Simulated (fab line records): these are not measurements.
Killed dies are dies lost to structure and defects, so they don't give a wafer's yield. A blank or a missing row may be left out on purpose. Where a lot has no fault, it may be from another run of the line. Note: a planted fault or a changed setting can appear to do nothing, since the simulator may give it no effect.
One fault through the eyes of 2 desks / flow gf180mcu / every desk sees just its own numbers, and what lay behind them comes last

## FROM THE METROLOGY DESK
What the gauges read for every lot (on any tool): the sampled wafers with a number, averaged. Any lot whose mean is over 4 standard deviations away from the usual mean is out of limits and marked OUT; that distance is given in the brackets.
Columns: A = STI_CVD_03_THK at GF_STI_THK_MEAS_04, usual 207.4 nm; B = V2_OVL at GF_V2_OVL_MEAS_15, usual 2 nm
lot=L570; first seen here=day 1 13:34; A=208.7; B=-1
lot=L573; first seen here=day 2 04:34; A=207.7; B=-7
lot=L574; first seen here=day 2 09:49; A=204.8; B=7
lot=L575; first seen here=day 2 14:34; A=207.9; B=8
lot=L576; first seen here=day 2 19:38; A=207.8; B=2
lot=L578; first seen here=day 3 05:34; A=206.3; B=-3
lot=L579; first seen here=day 3 10:56; A=207.7; B=6
lot=L580; first seen here=day 3 17:17; A=202.6; B=8
lot=L581; first seen here=day 3 21:16; A=208.1; B=10
lot=L587; first seen here=day 5 07:27; A=212.8; B=-1
lot=L590; first seen here=day 5 22:14; A=208.8; B=2
lot=L592; first seen here=day 6 04:59; A=204.9; B=3
lot=L591; first seen here=day 6 05:00; A=205.0; B=4
This desk's finding: nothing out of limits on any of the 13 lots.

## THE TOOL OWNER'S DESK: lpcvd-01
The tool's own readings at GF_STI_CVD_03 (deposits Si3N4 from DCS/NH3, target thk 207.16 nm, time 3551 s): means of the sampled wafers that have a number, for each lot that ran on this tool. Any lot whose mean is over 4 standard deviations away from the usual mean is out of limits and marked OUT; that distance is given in the brackets.
Columns: A = zone power top pct at GF_STI_CVD_03, usual 24.1 %
lot=L573; first seen here=day 2 02:34; A=28.1
lot=L574; first seen here=day 2 07:49; A=23.0
lot=L576; first seen here=day 2 17:38; A=28.3
lot=L579; first seen here=day 3 08:56; A=22.9
lot=L581; first seen here=day 3 19:15; A=28.5
lot=L587; first seen here=day 5 05:28; A=28.0
This desk's finding: nothing out of limits on any of the 6 lots.

## TAKEN TOGETHER
At the metrology desk, nothing out of limits was observed.
Nothing out of limits was seen by the tool owner's desk.

## WHAT THE SIMULATOR HAD PUT IN
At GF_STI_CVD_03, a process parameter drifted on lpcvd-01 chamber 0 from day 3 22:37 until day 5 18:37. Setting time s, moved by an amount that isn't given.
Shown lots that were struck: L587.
